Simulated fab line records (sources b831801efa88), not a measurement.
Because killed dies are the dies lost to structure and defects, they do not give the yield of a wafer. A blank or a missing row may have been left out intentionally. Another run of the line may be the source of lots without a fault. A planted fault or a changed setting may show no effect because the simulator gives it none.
Which tool was responsible? | flow gf180mcu | 72 wafers from 24 lots sampled at 2 of the route's 602 steps

## WHAT THE GAUGES READ, wafer by wafer
GF_STI_THK_MEAS_04. Usual: STI_CVD_03_THK typically reads 206.3 nm, with standard deviation 2.3.
lot  | measured    | on            | STI_CVD_03_THK (nm) | flag
L074 | day 1 14:17 | film metro-01 | 205.7 205.4 207.0   |
L075 | day 1 19:08 | film metro-04 | 208.4 209.2 207.4   |
L076 | day 2 02:02 | film metro-01 | 205.8 205.7 205.4   |
L077 | day 2 04:34 | film metro-01 | 205.1 206.5 205.9   |
L078 | day 2 09:59 | film metro-03 | 209.1 209.5 208.4   |
L079 | day 2 16:00 | film metro-01 | 207.8 208.0 206.8   |
L080 | day 2 20:34 | film metro-01 | 210.2 208.7 209.8   |
L081 | day 3 00:34 | film metro-04 | 201.9 202.4 203.6   |
L082 | day 3 05:34 | film metro-04 | 206.0 205.4 203.8   |
L083 | day 3 10:34 | film metro-03 | 205.6 206.5 205.6   |
L084 | day 3 16:49 | film metro-04 | 207.9 205.9 205.0   |
L085 | day 4 00:59 | film metro-01 | 203.7 204.1 204.0   |
L086 | day 4 04:55 | film metro-01 | 206.3 207.6 206.8   |
L087 | day 4 11:37 | film metro-01 | 205.8 205.1 204.0   |
L088 | day 4 11:37 | film metro-03 | 209.0 211.4 211.1   |
L089 | day 4 18:20 | film metro-04 | 207.9 208.6 206.7   |
L090 | day 4 22:22 | film metro-04 | 202.6 205.0 203.8   |
L091 | day 5 06:22 | film metro-04 | 203.3 204.4 203.5   |
L092 | day 5 10:26 | film metro-03 | 206.5 207.2 205.1   |
L093 | day 5 17:03 | film metro-01 | 204.9 203.2 205.1   |
L094 | day 5 22:47 | film metro-03 | 205.7 204.6 202.9   |
L095 | day 5 22:47 | film metro-04 | 201.9 203.0 203.4   |
L096 | day 6 04:20 | film metro-03 | 211.4 211.7 211.6   |
L097 | day 6 09:33 | film metro-04 | 206.4 206.0 207.0   |

GF_VT_IMPLANT_RS_MEAS_46: a four-point-probe measurement. Usual: MVSD_RS typically reads 458.4 ohm/sq, with standard deviation 1.
lot  | measured     | on            | MVSD_RS (ohm/sq)  | flag
L074 | day 7 12:22  | film metro-01 | 458.8 458.4 458.4 |
L075 | day 7 14:25  | film metro-03 | 457.6 457.7 458.1 |
L076 | day 7 23:51  | film metro-02 | 457.7 459.5 458.6 |
L077 | day 8 05:20  | film metro-01 | 459.4 459.1 461.4 |
L078 | day 8 08:49  | film metro-03 | 458.8 458.6 458.1 |
L079 | day 8 20:10  | film metro-01 | 459.2 458.2 458.1 |
L080 | day 9 05:23  | film metro-02 | 457.7 458.4 458.0 |
L081 | day 9 16:47  | film metro-01 | 460.0 459.5 460.4 |
L082 | day 10 02:25 | film metro-03 | 457.8 457.7 457.1 |
L083 | day 10 03:40 | film metro-03 | 459.1 458.9 458.6 |
L084 | day 10 16:10 | film metro-01 | 459.5 458.5 459.4 |
L085 | day 10 23:06 | film metro-03 | 458.4 456.9 457.7 |
L086 | day 11 05:21 | film metro-02 | 457.1 456.8 458.6 |
L087 | day 11 17:39 | film metro-01 | 457.4 457.2 459.0 |
L088 | day 11 16:33 | film metro-01 | 460.8 458.8 459.6 |
L089 | day 12 05:52 | film metro-02 | 460.2 459.3 459.1 |
L090 | day 12 04:28 | film metro-01 | 456.9 457.2 456.2 |
L091 | day 12 10:13 | film metro-03 | 457.6 458.6 457.8 |
L092 | day 12 16:30 | film metro-02 | 457.0 457.3 457.3 |
L093 | day 13 00:37 | film metro-03 | 457.0 457.0 456.5 |
L094 | day 13 07:52 | film metro-03 | 459.2 459.1 458.9 |
L095 | day 13 10:40 | film metro-02 | 458.2 457.6 458.8 |
L096 | day 13 17:59 | film metro-02 | 459.3 459.0 459.0 |
L097 | day 14 01:30 | film metro-02 | 458.4 457.7 457.5 |

## TOOL THAT RAN EACH LOT (tool first, then ch and the chambers of the sampled wafers, then the start)
Record: no process step prior to these readings.

## AS READ BY THE TOOLS THEMSELVES (means over the sampled wafers that have a number; for cases with no such wafer, the mark the record gives instead)
The record holds no such reading with a usual standard deviation.

## THE ANSWER, worked out from the rows above alone
Rule: a lot counts as off when the mean over its wafers that have a number is more than 3 standard deviations away from the usual mean. A lot without any number at a reading at which 4 lots or more have one is off too. All remaining lots with rows at the step are treated as sound. After the gauges, taken in route order, come the tools' own readings; for these a lot's mean is taken, as printed above. The first step at which some lot is off is used, and at that step the reading that is off furthest; a lot without a number counts as furthest.
None of the lots is off at any reading shown; this tells nothing.

## WHAT HAD BEEN PUT IN BY THE SIMULATOR
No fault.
